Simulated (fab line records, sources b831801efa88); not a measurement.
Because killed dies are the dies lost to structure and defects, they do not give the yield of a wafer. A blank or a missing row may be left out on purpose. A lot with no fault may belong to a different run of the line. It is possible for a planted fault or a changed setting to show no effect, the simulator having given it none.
Split-lot trial | flow gf180mcu | 23 wafers read from 5 lots, route of 602 steps

== THE SPLIT ITSELF ==
At GF_V5_SPUTTER_21 (material Ti, target thk 15 nm, time 80.02 s), the setting time_s was moved away from the recipe's 80.02 s on 6 of the 23 wafers read, by +11.4% to +13.6%. This setting was run at the recipe's value on the other wafers.

The reading comes from the split's own step.

== THE READING ==
Ti_of_V5_SPUTTER_21.thk_nm (the simulator's own value, which no gauge read), in nm, at GF_V5_SPUTTER_21 (material Ti, target thk 15 nm, time 80.02 s). There is no usual value for it anywhere in the file. Here, 17 wafers ran the recipe; their average is 14.92 nm with a standard deviation of 0.16 nm.

wafer  | tool, chamber at the split | time_s as run, s | against the recipe | Ti_of_V5_SPUTTER_21.thk_nm, nm | against lot-mates on the recipe
L074.1 | pvd_sputter-03, -          | 80.02            | recipe             | 15.09                          | -
L074.2 | pvd_sputter-03, -          | 90.94            | +13.6%             | 17.09                          | +2.01
L074.3 | pvd_sputter-03, -          | 80.02            | recipe             | 15.02                          | -
L074.4 | pvd_sputter-03, -          | 90.94            | +13.6%             | 16.95                          | +1.87
L074.5 | pvd_sputter-03, -          | 80.02            | recipe             | 15.12                          | -
L078.1 | pvd_sputter-03, -          | 90.43            | +13.0%             | 16.94                          | +1.93
L078.3 | pvd_sputter-03, -          | 90.43            | +13.0%             | 16.9                           | +1.89
L078.4 | pvd_sputter-03, -          | 80.02            | recipe             | 15.12                          | -
L078.5 | pvd_sputter-03, -          | 80.02            | recipe             | 15.08                          | -
L078.6 | pvd_sputter-03, -          | 80.02            | recipe             | 14.83                          | -
L082.1 | pvd_sputter-02, -          | 80.02            | recipe             | 14.6                           | -
L082.3 | pvd_sputter-02, -          | 80.02            | recipe             | 14.78                          | -
L082.4 | pvd_sputter-02, -          | 80.02            | recipe             | 14.73                          | -
L082.5 | pvd_sputter-02, -          | 80.02            | recipe             | 14.77                          | -
L082.6 | pvd_sputter-02, -          | 80.02            | recipe             | 14.79                          | -
L084.1 | pvd_sputter-02, -          | 80.02            | recipe             | 15.03                          | -
L084.5 | pvd_sputter-02, -          | 80.02            | recipe             | 15.03                          | -
L084.3 | pvd_sputter-02, -          | 89.13            | +11.4%             | 17.03                          | +1.98
L084.4 | pvd_sputter-02, -          | 80.02            | recipe             | 15.08                          | -
L084.6 | pvd_sputter-02, -          | 89.13            | +11.4%             | 16.81                          | +1.76
L085.3 | pvd_sputter-02, -          | 80.02            | recipe             | 14.69                          | -
L085.5 | pvd_sputter-02, -          | 80.02            | recipe             | 14.91                          | -
L085.6 | pvd_sputter-02, -          | 80.02            | recipe             | 14.93                          | -

FIT RESULTS
A straight line over all 23 wafers: Ti_of_V5_SPUTTER_21.thk_nm changes by +0.16 nm for each +1% of time_s; r = +0.98; the points scatter about the line by 0.17 nm.
The same after taking each lot's own level away (the mean of its wafers on the recipe; 23 wafers): +0.15 nm for each +1%; r = +0.99; scatter 0.1 nm.
According to that fit, moving time_s by its largest amount changes the reading by 2 nm.
Measured against the standard deviation above, the lots' own levels, which go from 14.734 to 15.077 nm, span 2.1 times it.
Consequently the slope shifts little with the lot-to-lot level, the two slopes agreeing.
Check: for one of the wafers moved furthest among these (+13.6%), held out of the fit, the line's prediction against its lot-mates is +2.05 nm. Against them it came out at +2.01 nm.

== OTHER SPLITS APPLIED TO THESE WAFERS ==
These wafers also went through other splits before the reading. Each is held against what the fit with the lots' levels taken away leaves over:
other split on the same wafers        | wafers away from the commonest value | r with Ti_of_V5_SPUTTER_21.thk_nm (lot level and that fit taken away)
GF_V3_ETCH_16 bias_w                  | 7                                    | -0.39
GF_M4_PEB_12 peb_temp_c               | 8                                    | -0.37
GF_V4_CVD_00 sih4_flow_sccm           | 4                                    | +0.15
GF_V4_CMP_04 leave_above_ref_nm       | 7                                    | -0.07
GF_V4_EXPOSE_11 dose_mj               | 2                                    | -0.15
GF_MIM_SPUTTER_00 time_s              | 9                                    | -0.17
GF_MIM_SPUTTER_08 chamber_pressure_pa | 18                                   | -0.23
GF_MIM_DEVELOP_18 develop_time_s      | 8                                    | +0.10
GF_M5_METAL_ETCH_10 time_s            | 7                                    | +0.20

== THE FILE'S OWN FIT ==
Ti_of_V5_SPUTTER_21.thk_nm changes by +0.15 nm for each +1% of time_s, r = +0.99.
